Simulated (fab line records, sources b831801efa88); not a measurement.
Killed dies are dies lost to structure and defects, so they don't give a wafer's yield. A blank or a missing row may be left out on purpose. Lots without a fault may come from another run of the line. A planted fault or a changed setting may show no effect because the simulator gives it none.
fab line records | flow sky130
record lots=6 wafers=17 last_day=50
route steps=708 shown LI_CONTACT@371 PAD_OPEN@708
lots that met no fault: from a run of the same line without faults
start_h: hours from the record's first day to the start of the lot's first wafer shown | wait_h: hours since the lot's step before | " the same as in the row above | L1.1+2: a row that stands for several wafers | - no value, or no start given | * or withheld: withheld | < > ~ a bound
route shown NAME@n: a module of which the file shows steps, and the number in the route of the first | usual: mean/standard deviation of fault-free wafers | same: alike in all rows | chamber/n: place in a boat | sites: the reading at each site | _std_site: their standard deviation | _edge_site: outer sites' mean less inner sites' | radius_mm: how far each site lies from the wafer's centre | mask NAME#n: copy n | behind: the tool/chamber that last shaped the wafer | hold: why the lot was held/for how many hours/how that ended | device: the transistor (n, p or np) that didn't switch | end of line: the same wafers' tests at the end of the route | a step without rows: its recipe alone | killed: dies lost to structure and defects at the first sort, not the wafer's yield | map: a wafer's dies, x killed, . not, _ none there
set.NAME: the setting as run; set.NAME@STEP: as run at that earlier step | model.NAME: the simulator's own value behind a step, which no gauge read
lots at some steps of the route; a table a step, a row a wafer
services: from which hour (start_h, from the record's first day; less than 0 if before it) a tool's chamber was out of use, for how many hours, and why
## steps
# step SKY_LI_CONTACT_EXPOSE_09
# recipe mask_id=LICM1 na=0.8 source_shape=annular sigma_inner=0.55 sigma_outer=0.85 target_cd_nm=170 dose_mj=38
# step SKY_LI_CONTACT_PEB_10
# recipe peb_temp_c=withheld peb_time_s=withheld resist=KrF-thick
# step SKY_LI_CONTACT_DEVELOP_11
# recipe develop_time_s=60 resist=KrF-thick dev_temp_c=21
# step SKY_LI_CONTACT_CD_MEAS_12
# recipe target_cd_nm=170
# usual cd_nm=169.7/1.4
# columns lot.wafer tool chamber start_h wait_h cd_nm
L925.1 cd_sem-02 - 683.98 - 166.0
L925.2 " - " " 167.4
L925.3 " - " " 166.7
L927.2 cd_sem-02 - 693.88 - 169.1
L927.4 " - " " 168.6
L927.5 " - " " 168.3
L936.3 cd_sem-02 - 773.60 - 171.0
L936.4 " - " " 169.9
L936.5 " - " " 170.7
L937.3 cd_sem-02 - 784.96 - 168.9
L937.4 " - " " 169.3
L937.5 " - " " 169.8
L942.1 cd_sem-02 - 819.42 - 169.0
L942.2 " - " " 168.4
L946.1 cd_sem-02 - 842.26 - 168.6
L946.3 " - " " 168.2
L946.5 " - " " 167.2
# step SKY_LI_CONTACT_OVL_MEAS_13
# usual LI_CONTACT_OVL=0/4.9
# columns lot.wafer tool chamber start_h wait_h LI_CONTACT_OVL[nm]
L925.1 overlay-02 - 684.10 0.1 3
L925.2 " - " " -1
L925.3 " - " " -5
L927.2 overlay-01 - 693.99 0.1 6
L927.4 " - " " 8
L927.5 " - " " -4
L936.3 overlay-01 - 773.70 0.1 -10
L936.4 " - " " -14
L936.5 " - " " -10
L937.3 overlay-01 - 785.05 0.1 -5
L937.4 " - " " 3
L937.5 " - " " -2
L942.1 overlay-01 - 819.54 0.1 -4
L942.2 " - " " 7
L946.1 overlay-01 - 842.38 0.1 -2
L946.3 " - " " -3
L946.5 " - " " 1
# step SKY_LI_CONTACT_ETCH_14
# recipe chemistry=N2/H2 target=BARC ion_energy_ev=200 source_w=500 bias_w=100 pressure_mtorr=30 n2_flow_sccm=100 h2_flow_sccm=200 stop_on=SiO2 time_s=45.9 target_depth_a=600
# usual chamber_pressure_mTorr=30.002/0.025 drypump_motor_current_A=5.8/0.34 oes_product_au=0.854/0.0054 throttle_valve_pct=13.226/0.0085
# columns lot.wafer tool chamber start_h wait_h chamber_pressure_mTorr drypump_motor_current_A oes_product_au rf_hours_counter_h throttle_valve_pct
L925.1 rie_diel-03 2 684.14 0.0 29.973 5.3 0.860 1 13.228
L925.2 " 1 " " 29.987 5.6 0.861 29 13.216
L925.3 " 0 " " 30.009 6.0 0.852 21 13.224
L927.2 rie_diel-03 1 694.02 0.0 30.016 5.6 0.853 29 13.227
L927.4 " 0 " " 29.972 6.0 0.855 - 13.220
L927.5 " 1 " " 29.976 5.6 0.864 - 13.231
L936.3 rie_diel-02 2 773.72 0.0 29.993 5.8 0.853 5 13.217
L936.4 " 3 " " 29.959 5.8 0.852 3 13.219
L936.5 " 2 " " 30.015 5.8 0.854 - 13.225
L937.3 rie_diel-01 1 785.07 0.0 30.037 6.2 0.857 13 13.241
L937.4 " 2 " " 30.014 6.0 0.855 17 13.235
L937.5 " 0 " " 29.989 6.2 0.860 - 13.220
L942.1 rie_diel-03 2 819.57 0.0 30.003 5.3 0.855 5 13.231
L942.2 " 0 " " 29.996 6.0 0.857 25 13.232
L946.1 rie_diel-03 3 842.42 0.0 30.005 6.3 0.856 13 13.226
L946.3 " 0 " " 29.999 6.0 0.865 26 13.229
L946.5 " 3 " " 30.000 6.2 0.846 - 13.228
# step SKY_LI_CONTACT_ETCH_15
# recipe target=PSG chemistry=C4F8/O2/Ar stop_on=Si taper_deg=4.15 mask_material=KrF-thick source_w=1500 bias_w=1200 pressure_mtorr=40 c4f8_flow_sccm=withheld O2_flow_sccm=6 Ar_flow_sccm=300 time_s=withheld target_depth_a=6000
# usual chamber_pressure_mTorr=40.00/0.035 oes_product_au=0.837/0.0046
# columns lot.wafer tool chamber start_h wait_h chamber_pressure_mTorr oes_product_au
L925.1 rie_diel-03 2 684.18 0.0 40.05 0.837
L925.2 " 1 " " 40.02 0.836
L925.3 " 0 " " 40.01 0.841
L927.2 rie_diel-03 1 694.06 0.0 39.99 0.833
L927.4 " 0 " " 39.97 0.835
L927.5 " 1 " " 39.96 0.840
L936.3 rie_diel-02 2 773.76 0.0 40.04 0.834
L936.4 " 3 " " 40.03 0.841
L936.5 " 2 " " 40.05 0.836
L937.3 rie_diel-01 1 785.12 0.0 39.95 0.835
L937.4 " 2 " " 40.04 0.843
L937.5 " 0 " " 39.99 0.825
L942.1 rie_diel-03 2 819.62 0.0 40.05 0.840
L942.2 " 0 " " 40.00 0.841
L946.1 rie_diel-03 3 842.46 0.0 40.03 0.839
L946.3 " 0 " " 39.95 0.838
L946.5 " 3 " " 40.01 0.837
# step SKY_LI_CONTACT_STRIP_16
# recipe chemistry=O2/N2 power_w=1400 pressure_mtorr=1500 platen_temp_c=withheld o2_flow_sccm=3000 n2_flow_sccm=300 overash_fraction=0.5
# usual chamber_pressure_mTorr=1500.0/1.6 drypump_motor_current_A=5.6/0.44 oes_product_au=0.375/0.0049 strip_time_to_endpoint_s=3.49/0.038
# columns lot.wafer tool chamber start_h wait_h chamber_pressure_mTorr drypump_motor_current_A oes_product_au rf_hours_counter_h strip_time_to_endpoint_s
L925.1 plasma_asher-01 1 684.26 - 1500.6 5.4 0.375 56 3.53
L925.2 " 0 " " 1500.0 6.6 0.372 56 3.46
L925.3 " 1 " " 1500.1 5.4 0.371 - 3.48
L927.2 plasma_asher-04 0 694.15 - 1495.4 5.3 0.378 100 3.49
L927.4 " 1 " " 1498.7 5.3 0.370 - 3.54
L927.5 " 1 " " 1498.6 5.3 0.378 - 3.52
L936.3 plasma_asher-01 1 773.88 - 1499.9 5.4 0.383 - 3.53
L936.4 " 0 " " 1497.7 6.6 0.388 - 3.50
L936.5 " 1 " " 1499.4 5.4 0.376 - 3.49
L937.3 plasma_asher-01 0 785.23 - 1500.0 6.6 0.369 - 3.50
L937.4 " 1 " " 1500.4 5.4 0.377 - 3.55
L937.5 " 0 " " 1499.4 6.6 0.375 - 3.47
L942.1 plasma_asher-02 1 819.70 - 1496.3 5.4 0.382 39 3.53
L942.2 " 0 " " 1502.7 5.5 0.387 39 3.52
L946.1 plasma_asher-04 0 842.55 - 1501.9 5.3 0.382 9 3.52
L946.3 " 0 " " 1497.5 5.3 0.368 - 3.46
L946.5 " 0 " " 1500.9 5.3 0.379 - 3.51
# step SKY_LI_CONTACT_CLEAN_17
# recipe chemistry=NMP time_s=600 temp_c=60 dry=n2_spin
# step SKY_LI_CONTACT_PRE_CLEAN_18
# recipe gas=Ar time_s=5.6 bias_v=358
# step SKY_LI_CONTACT_SPUTTER_19
# recipe material=Ti target_thk_nm=20 chamber_pressure_pa=5 power_w=2500 substrate_temp_c=200 time_s=106.37
# usual chamber_pressure_pa=5.000/0.0095 substrate_temp_c=199.98/0.16 throttle_valve_pct=30.3/1.1
# columns lot.wafer tool chamber start_h wait_h chamber_pressure_pa substrate_temp_c throttle_valve_pct
L925.1 pvd_sputter-04 - 684.56 0.0 4.990 199.82 30.8
L925.2 " - " " 4.982 200.08 31.8
L925.3 " - " " 5.003 200.07 29.1
L927.2 pvd_sputter-03 - 694.44 0.0 5.012 200.30 29.7
L927.4 " - " " 4.983 200.21 30.0
L927.5 " - " " 5.002 199.91 29.1
L936.3 pvd_sputter-02 - 774.16 0.0 5.000 199.87 31.1
L936.4 " - " " 4.996 199.81 31.5
L936.5 " - " " 4.993 200.19 31.0
L937.3 pvd_sputter-02 - 785.51 0.0 5.000 200.14 30.8
L937.4 " - " " 4.991 200.18 29.8
L937.5 " - " " 5.006 199.97 31.0
L942.1 pvd_sputter-02 - 820.00 0.0 4.989 200.04 28.6
L942.2 " - " " 4.984 199.97 29.3
L946.1 pvd_sputter-02 - 842.84 0.0 4.996 199.87 31.2
L946.3 " - " " 5.007 199.87 28.5
L946.5 " - " " 4.997 199.82 28.7
# step SKY_LI_CONTACT_SPUTTER_20
# recipe material=TiN target_thk_nm=20 chamber_pressure_pa=5 power_w=4000 time_s=80
# usual chamber_pressure_pa=4.999/0.01 throttle_valve_pct=30.3/1.1
# columns lot.wafer tool chamber start_h wait_h chamber_pressure_pa throttle_valve_pct
L925.1 pvd_sputter-04 - 684.63 0.0 4.990 31.2
L925.2 " - " " 5.012 32.0
L925.3 " - " " 5.002 29.2
L927.2 pvd_sputter-03 - 694.52 0.0 4.985 29.5
L927.4 " - " " 4.998 30.3
L927.5 " - " " 4.991 29.1
L936.3 pvd_sputter-02 - 774.23 0.0 5.012 31.3
L936.4 " - " " 4.990 31.3
L936.5 " - " " 4.998 30.9
L937.3 pvd_sputter-02 - 785.59 0.0 4.990 30.9
L937.4 " - " " 5.005 29.4
L937.5 " - " " 5.002 30.9
L942.1 pvd_sputter-02 - 820.07 0.0 5.014 28.7
L942.2 " - " " 4.988 29.5
L946.1 pvd_sputter-02 - 842.92 0.0 4.986 31.0
L946.3 " - " " 4.982 28.8
L946.5 " - " " 5.001 28.5
# step SKY_LI_CONTACT_CVD_21
# recipe material=W target_thk_nm=400 time_s=120.56 temp_c=400 pressure_torr=40
# usual heater_power_w=878/91
# columns lot.wafer tool chamber start_h wait_h heater_power_w since_wet_clean_h model.W_of_LI_CONTACT_CVD_21.thk_nm
L925.1 cvd_w-01 0 684.70 0.0 860 781 390.6
L925.2 " 1 " " 764 781 397
L925.3 " 1 " " 789 - 399.3
L927.2 cvd_w-02 1 694.58 0.0 1004 291 394.2
L927.4 " 1 " " 990 - 388.9
L927.5 " 1 " " 1008 - 391.6
L936.3 cvd_w-01 0 774.34 0.1 890 - 400.5
L936.4 " 1 " " 790 - 407.1
L936.5 " 1 " " 778 - 402.3
L937.3 cvd_w-02 0 785.69 0.1 825 - 393.1
L937.4 " 1 " " 1035 - 388.7
L937.5 " 1 " " 1017 - 391
L942.1 cvd_w-01 1 820.13 0.0 776 916 413.2
L942.2 " 0 " " 899 916 420.3
L946.1 cvd_w-02 1 842.98 0.0 990 439 397
L946.3 " 0 " " 807 - 402.4
L946.5 " 0 " " 800 - 399.2
# step SKY_LI_CONTACT_RS_MEAS_22
# recipe thk_meas_gauge=four-point-probe reads=W_of_LI_CONTACT_CVD_21+TiN_of_LI_CONTACT_SPUTTER_20+Ti_of_LI_CONTACT_SPUTTER_19
# usual LI_CONTACT_W_RS=0.286/0.0039
# columns lot.wafer tool chamber start_h wait_h LI_CONTACT_W_RS[ohm/sq]
L925.1 film_metro-04 - 684.82 0.1 0.292
L925.2 " - " " 0.287
L925.3 " - " " 0.285
L927.2 film_metro-03 - 694.72 0.1 0.289
L927.4 " - " " 0.292
L927.5 " - " " 0.291
L936.3 film_metro-03 - 774.46 0.1 0.284
L936.4 " - " " 0.279
L936.5 " - " " 0.282
L937.3 film_metro-03 - 785.81 0.1 0.289
L937.4 " - " " 0.292
L937.5 " - " " 0.291
L942.1 film_metro-04 - 820.26 0.1 0.276
L942.2 " - " " 0.271
L946.1 film_metro-03 - 843.10 0.1 0.287
L946.3 " - " " 0.283
L946.5 " - " " 0.284
# step SKY_PAD_OPEN_PROBE_99
# usual killed_at_M0_to_M3=42/6.1 killed_at_M4_up=3.4/2 killed_at_contacts=23/4.8 killed_at_front_end=15/3.8 killed_at_other=0.3/0.48 killed_dies=84/8.5 killed_open=46/6.8 killed_short=38/6.2
# same gross_dies=492 killed_at_back_side=0
# columns lot.wafer tool chamber start_h wait_h killed_at_M0_to_M3 killed_at_M4_up killed_at_contacts killed_at_front_end killed_at_other killed_dies killed_open killed_short
L925.1 prober-02 - 1083.64 0.1 52 5 17 19 0 93 50 42
L925.2 prober-02 - 1083.69 0.1 53 3 15 15 0 86 42 44
L925.3 prober-02 - 1083.74 0.2 46 2 31 16 0 95 55 39
L927.2 prober-02 - 1089.94 0.1 48 5 21 21 1 96 40 56
L927.4 prober-02 - 1090.04 0.2 45 6 22 11 0 84 44 40
L927.5 prober-02 - 1090.09 0.2 32 2 34 15 0 83 47 36
L936.3 prober-01 - 1146.83 0.2 29 3 25 20 0 77 40 37
L936.4 prober-01 - 1146.88 0.2 39 1 24 9 0 73 48 25
L936.5 prober-01 - 1146.93 0.2 41 6 18 11 0 76 41 35
L937.3 prober-02 - 1156.77 0.2 45 7 24 14 0 90 60 29
L937.4 prober-02 - 1156.82 0.2 50 8 24 15 1 98 57 40
L937.5 prober-02 - 1156.87 0.2 41 6 27 22 0 96 57 39
L946.1 prober-02 - 1194.33 0.1 41 8 21 13 0 83 45 38
L946.3 prober-02 - 1194.43 0.2 54 6 19 11 0 90 44 46
L946.5 prober-02 - 1194.53 0.2 44 3 14 17 0 78 40 38
# killed by level:class
L925.1 VIA1:geometric_particle:short=11 VIA1:geometric_particle:open=8 VIA2:geometric_particle:open=8 FIELD_ISO:geometric_particle:open=7 CONTACT:geometric_particle:open=7 METAL2:geometric_particle:short=6 VIA3:geometric_particle:open=6 LI_CONTACT:geometric_particle:open=5
L925.2 VIA3:geometric_particle:open=9 VIA1:geometric_particle:open=9 VIA2:geometric_particle:open=7 CONTACT:geometric_particle:open=6 METAL2:geometric_particle:short=6 METAL1:geometric_particle:short=5 VIA3:geometric_particle:short=5 FIELD_ISO:geometric_particle:short=4
L925.3 CONTACT:geometric_particle:open=15 VIA1:geometric_particle:open=11 VIA3:geometric_particle:open=8 VIA2:geometric_particle:open=7 FIELD_ISO:geometric_particle:short=6 LI_CONTACT:geometric_particle:short=5 LI_CONTACT:geometric_particle:open=4 LOCAL_INTERCONNECT:geometric_particle:short=4
L927.2 METAL1:geometric_particle:short=11 POLY_GATE:geometric_particle:short=8 VIA2:geometric_particle:open=8 VIA1:geometric_particle:short=8 LI_CONTACT:geometric_particle:open=6 METAL2:geometric_particle:short=6 CONTACT:geometric_particle:open=6 VIA1:geometric_particle:open=6
L927.4 CONTACT:geometric_particle:open=9 VIA1:geometric_particle:open=9 VIA3:geometric_particle:open=8 METAL2:geometric_particle:short=6 METAL1:geometric_particle:short=6 LOCAL_INTERCONNECT:geometric_particle:short=5 FIELD_ISO:geometric_particle:short=4 LI_CONTACT:geometric_particle:open=4
L927.5 CONTACT:geometric_particle:open=14 METAL2:geometric_particle:short=8 LI_CONTACT:geometric_particle:open=8 LI_CONTACT:geometric_particle:short=5 VIA3:geometric_particle:open=5 POLY_GATE:geometric_particle:short=4 VIA2:geometric_particle:open=4 FIELD_ISO:geometric_particle:short=3
L936.3 CONTACT:geometric_particle:open=10 LOCAL_INTERCONNECT:geometric_particle:short=8 POLY_GATE:geometric_particle:short=6 VIA1:geometric_particle:open=6 VIA3:geometric_particle:open=6 POLY_GATE:geometric_particle:open=5 LI_CONTACT:geometric_particle:open=4 VIA2:geometric_particle:open=4
L936.4 VIA3:geometric_particle:open=10 CONTACT:geometric_particle:open=9 VIA2:geometric_particle:open=9 VIA1:geometric_particle:open=7 POLY_GATE:geometric_particle:open=5 LI_CONTACT:geometric_particle:open=5 CONTACT:geometric_particle:short=5 METAL1:geometric_particle:short=3
L936.5 VIA1:geometric_particle:open=12 CONTACT:geometric_particle:open=7 VIA2:geometric_particle:open=6 LI_CONTACT:geometric_particle:open=5 METAL4:geometric_particle:short=5 METAL1:geometric_particle:short=4 VIA1:geometric_particle:short=4 VIA2:geometric_particle:short=4
L937.3 VIA1:geometric_particle:open=14 CONTACT:geometric_particle:open=10 VIA2:geometric_particle:open=8 VIA3:geometric_particle:open=5 POLY_GATE:geometric_particle:open=5 LI_CONTACT:geometric_particle:open=4 CONTACT:geometric_particle:short=4 METAL2:geometric_particle:short=4
L937.4 VIA1:geometric_particle:open=16 CONTACT:geometric_particle:open=11 VIA2:geometric_particle:open=11 METAL1:geometric_particle:short=7 LI_CONTACT:geometric_particle:short=6 VIA3:geometric_particle:open=6 FIELD_ISO:geometric_particle:short=5 FIELD_ISO:geometric_particle:open=4
L937.5 CONTACT:geometric_particle:open=13 VIA1:geometric_particle:open=12 VIA3:geometric_particle:open=7 FIELD_ISO:geometric_particle:open=6 LI_CONTACT:geometric_particle:open=6 CONTACT:geometric_particle:short=5 METAL2:geometric_particle:short=5 SPACER:geometric_particle:short=4
L946.1 VIA1:geometric_particle:open=9 VIA3:geometric_particle:open=7 LI_CONTACT:geometric_particle:open=6 CONTACT:geometric_particle:short=6 CONTACT:geometric_particle:open=6 VIA2:geometric_particle:open=6 FIELD_ISO:geometric_particle:short=5 POLY_GATE:geometric_particle:short=5
L946.3 VIA3:geometric_particle:open=13 METAL1:geometric_particle:short=8 METAL2:geometric_particle:short=8 VIA1:geometric_particle:open=7 VIA2:geometric_particle:open=7 VIA1:geometric_particle:short=6 CONTACT:geometric_particle:open=5 LOCAL_INTERCONNECT:geometric_particle:short=5
L946.5 VIA1:geometric_particle:open=10 VIA2:geometric_particle:open=8 VIA3:geometric_particle:open=6 CONTACT:geometric_particle:open=6 METAL1:geometric_particle:short=5 METAL2:geometric_particle:short=5 FIELD_ISO:geometric_particle:short=4 POLY_GATE:geometric_particle:open=4
## services
# columns tool chamber start_h hours kind
rie_diel-01 3 671.04 12.9 repair
pvd_sputter-03 - 683.21 9.1 repair
rie_diel-03 3 684.85 4.5 repair
rie_diel-03 3 691.20 8.6 repair
pvd_sputter-02 - 696.34 2.9 repair
plasma_asher-04 - 702.76 2.8 pm
pvd_sputter-02 - 706.88 6.1 repair
rie_diel-02 1 714.07 28.0 repair
pvd_sputter-04 - 717.29 2.5 repair
plasma_asher-01 - 719.23 14.6 pm
rie_diel-02 - 726.06 2.4 repair
pvd_sputter-03 - 727.53 9.2 repair
plasma_asher-04 - 733.75 9.0 pm
plasma_asher-01 - 733.80 2.8 pm
rie_diel-03 - 743.50 0.1 repair
cvd_w-01 1 748.42 14.6 repair
plasma_asher-04 - 750.63 6.0 repair
rie_diel-03 - 758.72 2.8 pm
rie_diel-02 0 766.56 3.0 repair
cvd_w-02 - 776.91 1.5 repair
pvd_sputter-04 - 785.26 3.4 repair
rie_diel-03 - 789.53 14.6 pm
rie_diel-03 3 811.32 18.7 repair
rie_diel-03 - 841.62 0.8 repair
## key
first_sign none at tools or gauges
model_effect step=SKY_LI_CONTACT_CVD_21 value=W_of_LI_CONTACT_CVD_21.thk_nm without=404 struck=413.7
met_at SKY_LI_CONTACT_CVD_21
struck_wafers L936.4,L942.2
sort_left_out L942.2
tester_left_out L936,L942
onset_between 684.70 774.34
fault kind=process_parameter_drift tool=cvd_w-01 chamber=- onset_h=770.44 steps=SKY_LI_CONTACT_CVD_21 channel=target_thk_nm offset=9.7047 shape=step end_h=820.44 scope=struck_wafers_only acts_in=these_recipes_only stated=400
# tester_left_out: of these lots the tester's yield and bins aren't shown, on N5 and GAA mostly nor the transistor test; their killed dies are dies lost to structure and defects alone, not to doping, threshold or leakage, so they don't give the yield
# sort_left_out: the simulated sort isn't trusted on such a fault, so these wafers' sort isn't shown, and their yield isn't known
